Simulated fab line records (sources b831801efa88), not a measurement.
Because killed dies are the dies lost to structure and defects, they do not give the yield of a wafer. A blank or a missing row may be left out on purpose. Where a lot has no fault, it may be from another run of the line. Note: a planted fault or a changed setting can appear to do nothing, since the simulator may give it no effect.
Matching of chambers    flow gf180mcu    4 sister chambers for GF_V3_ETCH_16 on rie_diel-04
The step etches BARC in N2/H2. 16 wafers are shown with their chamber, then 8 later ones without.

## WAFERS WITH THEIR CHAMBER
wafer   chamber  drypump_motor_current_A (A)  chamber_pressure_mTorr (mTorr)  h2_flow_sccm (sccm)
L078.1  3        5.7                          30.009                          200.0
L078.3  2        5.9                          30.047                          200.4
L078.6  3        5.7                          30.050                          201.3
L079.1  3        5.7                          30.053                          200.4
L079.5  0        5.2                          29.969                          199.5
L079.6  1        5.6                          30.014                          200.3
L086.2  0        5.2                          30.079                          200.1
L086.4  3        5.7                          30.054                          199.7
L086.5  2        5.8                          29.982                          200.4
L087.1  1        5.7                          30.019                          199.7
L087.2  0        5.2                          30.062                          200.3
L087.6  2        5.9                          30.039                          201.9
L089.2  1        5.7                          30.009                          200.1
L089.3  0        5.2                          30.013                          199.5
L089.4  2        5.9                          29.975                          199.0
L095.3  1        5.6                          29.961                          199.5

SIGNATURES (averages over the wafers above)
reading                  chamber 0  chamber 1  chamber 2  chamber 3  scatter within a chamber
drypump_motor_current_A  5.200      5.650      5.875      5.700      0.0382
chamber_pressure_mTorr   30.03075   30.00075   30.01075   30.04150   0.0356
h2_flow_sccm             199.850    199.900    200.425    200.350    0.74
Rule: for a wafer and a chamber, the distance is found by dividing, reading by reading, the gap between the wafer's reading and the chamber's mean by the reading's scatter, squaring, summing and taking the root. The wafer belongs to the nearest chamber; if the next one is less than 2 further off, it can't be placed. How the scatter is found: for the shown wafers, subtract from each reading the mean of its chamber, square and add these, divide the total by (wafers less chambers), then take the root.

## WAFERS WITHOUT THEIR CHAMBER
wafer   drypump_motor_current_A (A)  chamber_pressure_mTorr (mTorr)  h2_flow_sccm (sccm)
L095.4  5.2                          30.040                          200.4
L095.5  5.9                          30.016                          200.4
L096.1  5.7                          30.032                          200.4
L096.3  5.2                          30.000                          199.0
L096.4  5.9                          30.013                          201.9
L097.1  5.2                          29.983                          200.5
L097.5  5.9                          29.982                          200.7
L097.6  5.8                          30.029                          200.5

## EACH ONE'S CHAMBER
wafer   from the rows above      in truth
L095.4  0                        0
L095.5  2                        2
L096.1  can't be placed: 3 or 1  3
L096.3  0                        0
L096.4  2                        2
L097.1  0                        0
L097.5  2                        2
L097.6  can't be placed: 2 or 3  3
6 of 8 placed correctly. Can't be placed from these rows: 2 (the true chamber is among the candidates in 2). Placed wrongly: 0.
